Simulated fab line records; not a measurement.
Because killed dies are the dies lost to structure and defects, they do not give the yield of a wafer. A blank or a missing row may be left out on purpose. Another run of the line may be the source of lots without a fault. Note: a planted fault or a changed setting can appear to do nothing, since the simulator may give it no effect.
Which of the tools did it? | flow sky130 | 14 lots, 41 wafers sampled, at 2 steps of a route of 708

== WHAT EACH GAUGE READ, for each wafer ==
SKY_VIA1_THK_MEAS_01. Usual: VIA1_HDPCVD_THK gives 1031 nm (standard deviation 9.1).
lot  | measured     | on            | VIA1_HDPCVD_THK (nm) | flag
L239 | day 32 21:23 | film_metro-01 | 1018 1015 1032       |
L240 | day 33 04:00 | film_metro-02 | 1022 1025 1022       |
L241 | day 33 17:10 | film_metro-01 | 1034 1045 1037       |
L242 | day 33 23:14 | film_metro-02 | 1044 1032 1036       |
L243 | day 34 05:13 | film_metro-01 | 1044 1033 1044       |
L246 | day 35 07:02 | film_metro-03 | 1019 1028 464        | OFF
L248 | day 36 00:59 | film_metro-03 | 1056 1046 1058       |
L250 | day 36 11:03 | film_metro-03 | 460 1026             | OFF
L253 | day 37 11:16 | film_metro-01 | 1023 1011 1025       |
L257 | day 38 19:25 | film_metro-01 | 1024 1025 1032       |
L259 | day 39 01:14 | film_metro-03 | 1021 1033 1029       |
L260 | day 39 11:13 | film_metro-03 | 1030 1025 1031       |
L261 | day 39 19:04 | film_metro-02 | 1041 1044 1040       |
L262 | day 39 23:42 | film_metro-03 | 1032 1034 1025       |

== EACH LOT AND THE TOOL THAT RAN IT (in order: tool; ch and the chambers of the sampled wafers; start) ==
lot  | SKY_VIA1_HDPCVD_00
L239 | hdpcvd-02 ch 0,1, day 32 21:16
L240 | hdpcvd-01 ch 0,1,2, day 33 03:52
L241 | hdpcvd-01 ch 0,1,2, day 33 17:02
L242 | hdpcvd-02 ch 0,2, day 33 23:05
L243 | hdpcvd-02 ch 1,2, day 34 05:07
L246 | hdpcvd-01 ch 0,1, day 35 06:55
L248 | hdpcvd-02 ch 0,1, day 36 00:53
L250 | hdpcvd-01 ch 0,1, day 36 10:56
L253 | hdpcvd-02 ch 0,2, day 37 11:10
L257 | hdpcvd-02 ch 1,2, day 38 19:18
L259 | hdpcvd-01 ch 0,1, day 39 01:07
L260 | hdpcvd-02 ch 0,2, day 39 11:06
L261 | hdpcvd-01 ch 1,2, day 39 18:56
L262 | hdpcvd-01 ch 0,1, day 39 23:35
- SKY_VIA1_HDPCVD_00: deposits SiO2, target thk 1030 nm, time 171.7 s.

== AS READ BY THE TOOLS THEMSELVES (means over the sampled wafers that have a number; for cases with no such wafer, the mark the record gives instead) ==
SKY_VIA1_HDPCVD_00. Usual: susceptor_temp_C 400.01 C, standard deviation 0.23.
lot  | tool      | susceptor_temp_C (C) | flag
L239 | hdpcvd-02 | 400.03               |
L240 | hdpcvd-01 | 399.91               |
L241 | hdpcvd-01 | 400.13               |
L242 | hdpcvd-02 | 399.92               |
L243 | hdpcvd-02 | 400.32               |
L246 | hdpcvd-01 | 399.97               |
L248 | hdpcvd-02 | 399.99               |
L250 | hdpcvd-01 | 400.12               |
L253 | hdpcvd-02 | 400.04               |
L257 | hdpcvd-02 | 400.23               |
L259 | hdpcvd-01 | 400.08               |
L260 | hdpcvd-02 | 399.93               |
L261 | hdpcvd-01 | 400.15               |
L262 | hdpcvd-01 | 399.71               |

== THE ANSWER, worked out from the rows above alone ==
Rule: take the mean of a lot's wafers that have a number; if it is more than 3 standard deviations from the usual mean, the lot is off. A lot without any number at a reading at which 4 lots or more have one is off too. Where the step has rows for the other lots, those lots are counted as sound. First the gauges in route order, then the tools' own readings, where a lot's mean is used as printed above. At the first step where some lot is off, the reading lying furthest off is the one used; lots without a number count as furthest.
Off: L246, L250, at SKY_VIA1_THK_MEAS_01 (VIA1_HDPCVD_THK).
If a tool, at a process step before that reading, ran all the lots that are off and no sound lot after the first of them, it fits. The gauges at SKY_VIA1_THK_MEAS_01 are tried like those tools. Of those tried, none fits.

== WHAT THE SIMULATOR PUT IN ==
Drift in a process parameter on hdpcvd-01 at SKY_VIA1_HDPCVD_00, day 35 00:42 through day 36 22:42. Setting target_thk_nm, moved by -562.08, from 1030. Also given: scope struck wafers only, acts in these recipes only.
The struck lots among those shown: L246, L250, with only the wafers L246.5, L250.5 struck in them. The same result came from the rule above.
